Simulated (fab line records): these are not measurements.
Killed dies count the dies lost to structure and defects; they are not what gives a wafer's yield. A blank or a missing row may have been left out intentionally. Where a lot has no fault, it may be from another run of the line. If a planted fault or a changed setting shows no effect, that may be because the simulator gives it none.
Which tool did it? :: flow gf180mcu :: 45 wafers from 15 lots sampled at 2 of the route's 602 steps

WHAT EACH GAUGE READ, for each wafer
GF_PSD_OVL_MEAS_08. Usual: PSD_OVL -0.6 nm, standard deviation 1.5.
lot: L765
measured: day 13 16:28
on: overlay-02
PSD_OVL (nm): -0.4 -0.5 -0.8
flag: 

lot: L767
measured: day 14 21:06
on: overlay-01
PSD_OVL (nm): -1.1 -0.7 -0.9
flag: 

lot: L770
measured: day 15 14:57
on: overlay-01
PSD_OVL (nm): 2.4 0.6 2.2
flag: 

lot: L776
measured: day 17 06:11
on: overlay-01
PSD_OVL (nm): -1.1 -0.6 -1.7
flag: 

lot: L778
measured: day 18 14:19
on: overlay-01
PSD_OVL (nm): 1.2 0.9 1.1
flag: 

lot: L779
measured: day 18 15:37
on: overlay-01
PSD_OVL (nm): -2.8 -3.1 -1.9
flag: 

lot: L780
measured: day 19 01:26
on: overlay-01
PSD_OVL (nm): 2.0 0.4 2.5
flag: 

lot: L781
measured: day 19 08:16
on: overlay-01
PSD_OVL (nm): 0.3 -1.5 -0.1
flag: 

lot: L782
measured: day 19 20:16
on: overlay-01
PSD_OVL (nm): -1.0 -1.0 -0.6
flag: 

lot: L783
measured: day 19 23:13
on: overlay-02
PSD_OVL (nm): -1.2 -0.3 -1.1
flag: 

lot: L784
measured: day 20 09:34
on: overlay-02
PSD_OVL (nm): 0.4 0.5 2.0
flag: 

lot: L787
measured: day 21 06:29
on: overlay-01
PSD_OVL (nm): 0.5 -1.2 -1.3
flag: 

WHAT TOOL EACH LOT RAN ON (gives the tool, then ch and the chambers of the sampled wafers, and finally the start)
lot: L765
GF_VT_IMPLANT_DEVELOP_17: litho_track-01 ch 0, day 6 07:41

lot: L767
GF_VT_IMPLANT_DEVELOP_17: litho_track-01 ch 0, day 7 01:37

lot: L770
GF_VT_IMPLANT_DEVELOP_17: litho_track-03 ch 0, day 7 17:34

lot: L773
GF_VT_IMPLANT_DEVELOP_17: litho_track-02, day 8 13:25

lot: L774
GF_VT_IMPLANT_DEVELOP_17: litho_track-01, day 8 18:11

lot: L775
GF_VT_IMPLANT_DEVELOP_17: litho_track-03, day 8 23:04

lot: L776
GF_VT_IMPLANT_DEVELOP_17: litho_track-01 ch 0, day 9 04:13

lot: L778
GF_VT_IMPLANT_DEVELOP_17: litho_track-01 ch 0, day 9 17:29

lot: L779
GF_VT_IMPLANT_DEVELOP_17: litho_track-03 ch 0, day 10 00:07

lot: L780
GF_VT_IMPLANT_DEVELOP_17: litho_track-02 ch 0, day 10 04:34

lot: L781
GF_VT_IMPLANT_DEVELOP_17: litho_track-01 ch 0, day 10 10:16

lot: L782
GF_VT_IMPLANT_DEVELOP_17: litho_track-03 ch 0, day 10 17:58

lot: L783
GF_VT_IMPLANT_DEVELOP_17: litho_track-01 ch 0, day 11 02:07

lot: L784
GF_VT_IMPLANT_DEVELOP_17: litho_track-01 ch 0, day 11 07:50

lot: L787
GF_VT_IMPLANT_DEVELOP_17: litho_track-01 ch 0, day 12 03:08
- GF_VT_IMPLANT_DEVELOP_17: develop time 60 s.

WHAT THE TOOLS THEMSELVES READ (means of the sampled wafers that have a number; where no wafer has one, the mark that the record gives instead)
GF_VT_IMPLANT_DEVELOP_17. Usual: chill_plate_temp_C reads 23.02 C (standard deviation 0.1).
lot: L765
tool: litho_track-01
chill_plate_temp_C (C): 22.87
flag: 

lot: L767
tool: litho_track-01
chill_plate_temp_C (C): 23.01
flag: 

lot: L770
tool: litho_track-03
chill_plate_temp_C (C): 23.09
flag: 

lot: L773
tool: litho_track-02
chill_plate_temp_C (C): -
flag: OFF

lot: L774
tool: litho_track-01
chill_plate_temp_C (C): -
flag: OFF

lot: L775
tool: litho_track-03
chill_plate_temp_C (C): -
flag: OFF

lot: L776
tool: litho_track-01
chill_plate_temp_C (C): 23.09
flag: 

lot: L778
tool: litho_track-01
chill_plate_temp_C (C): 23.04
flag: 

lot: L779
tool: litho_track-03
chill_plate_temp_C (C): 23.01
flag: 

lot: L780
tool: litho_track-02
chill_plate_temp_C (C): 23.01
flag: 

lot: L781
tool: litho_track-01
chill_plate_temp_C (C): 22.95
flag: 

lot: L782
tool: litho_track-03
chill_plate_temp_C (C): 23.07
flag: 

lot: L783
tool: litho_track-01
chill_plate_temp_C (C): 22.91
flag: 

lot: L784
tool: litho_track-01
chill_plate_temp_C (C): 23.06
flag: 

lot: L787
tool: litho_track-01
chill_plate_temp_C (C): 23.09
flag: 

THE ANSWER, worked out from the rows above alone
Rule: lot off if the mean of its wafers having a number is beyond 3 standard deviations from the usual mean. A lot without any number at a reading at which 4 lots or more have one is off too. The other lots that the step has rows for count as sound. Order of review: gauges by route order, followed by the tools' own readings, for which a lot's mean as printed above is used. The first step at which some lot is off is used, and at that step the reading that is off furthest; a lot without a number counts as furthest.
Off, at GF_VT_IMPLANT_DEVELOP_17 on chill_plate_temp_C: L773, L774, L775. Without a number there: L773, L774, L775.
If a tool, at that step or one of the process steps before it, ran each lot that is off and ran no sound lot following the first of them, it fits. Of those tried, none fits.

WHAT THE SIMULATOR PUT IN
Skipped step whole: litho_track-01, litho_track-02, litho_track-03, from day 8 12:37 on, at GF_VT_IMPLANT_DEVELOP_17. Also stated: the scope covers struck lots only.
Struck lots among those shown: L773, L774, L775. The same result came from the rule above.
